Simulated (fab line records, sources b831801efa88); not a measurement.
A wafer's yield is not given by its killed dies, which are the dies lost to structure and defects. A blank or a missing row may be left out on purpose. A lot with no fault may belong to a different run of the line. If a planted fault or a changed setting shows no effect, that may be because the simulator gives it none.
Matching of chambers	flow sky130	SKY_FIELD_ISO_ETCH_14 on rie_diel-04: 4 sister chambers
The step etches BARC in N2/H2, stops on SiO2, time 45.9 s, target depth 60 nm. 8 wafers are shown with their chamber, then 8 later ones without.

## WAFERS PAIRED WITH THEIR CHAMBERS
wafer	chamber	throttle_valve_pct (%)	oes_product_au (a.u.)
L079.2	1	13.225	0.864
L080.6	3	13.221	0.855
L085.4	1	13.219	0.856
L085.6	0	13.221	0.866
L087.1	0	13.223	0.852
L087.2	2	13.214	0.858
L087.5	3	13.213	0.853
L091.1	2	13.215	0.854

## WAFERS WITH NO CHAMBER GIVEN
wafer	throttle_valve_pct (%)	oes_product_au (a.u.)
L091.2	13.237	0.859
L091.5	13.242	0.853
L093.1	13.210	0.854
L093.3	13.233	0.849
L093.4	13.224	0.857
L094.3	13.227	0.853
L094.4	13.235	0.854
L094.6	13.213	0.850

## WHICH CHAMBER EACH WENT THROUGH
wafer	from the rows above	in truth
L091.2	can't be placed: 0 or 1 or 3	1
L091.5	can't be placed: 0 or 1 or 3 or 2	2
L093.1	can't be placed: 2 or 3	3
L093.3	can't be placed: 0 or 1 or 3 or 2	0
L093.4	can't be placed: 0 or 1 or 3 or 2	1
L094.3	can't be placed: 0 or 1 or 3 or 2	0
L094.4	can't be placed: 0 or 1 or 3 or 2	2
L094.6	can't be placed: 2 or 3 or 0 or 1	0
0 of 8 placed correctly. Can't be placed from these rows: 8 (the true chamber is among the candidates in 8). Wrongly placed: 0.
How it was worked out, from the rows above alone: a wafer's distance from a chamber is the root of the sum, over the readings, of the square of ((its reading less the chamber's mean) divided by the reading's scatter). The wafer belongs to the nearest chamber; if the next one is less than 2 further off, it can't be placed. Each chamber's mean is taken over the wafers shown for it. The scatter: take each reading less its chamber's mean, square it, sum over the shown wafers, divide by the number of wafers less the number of chambers, and take the root.
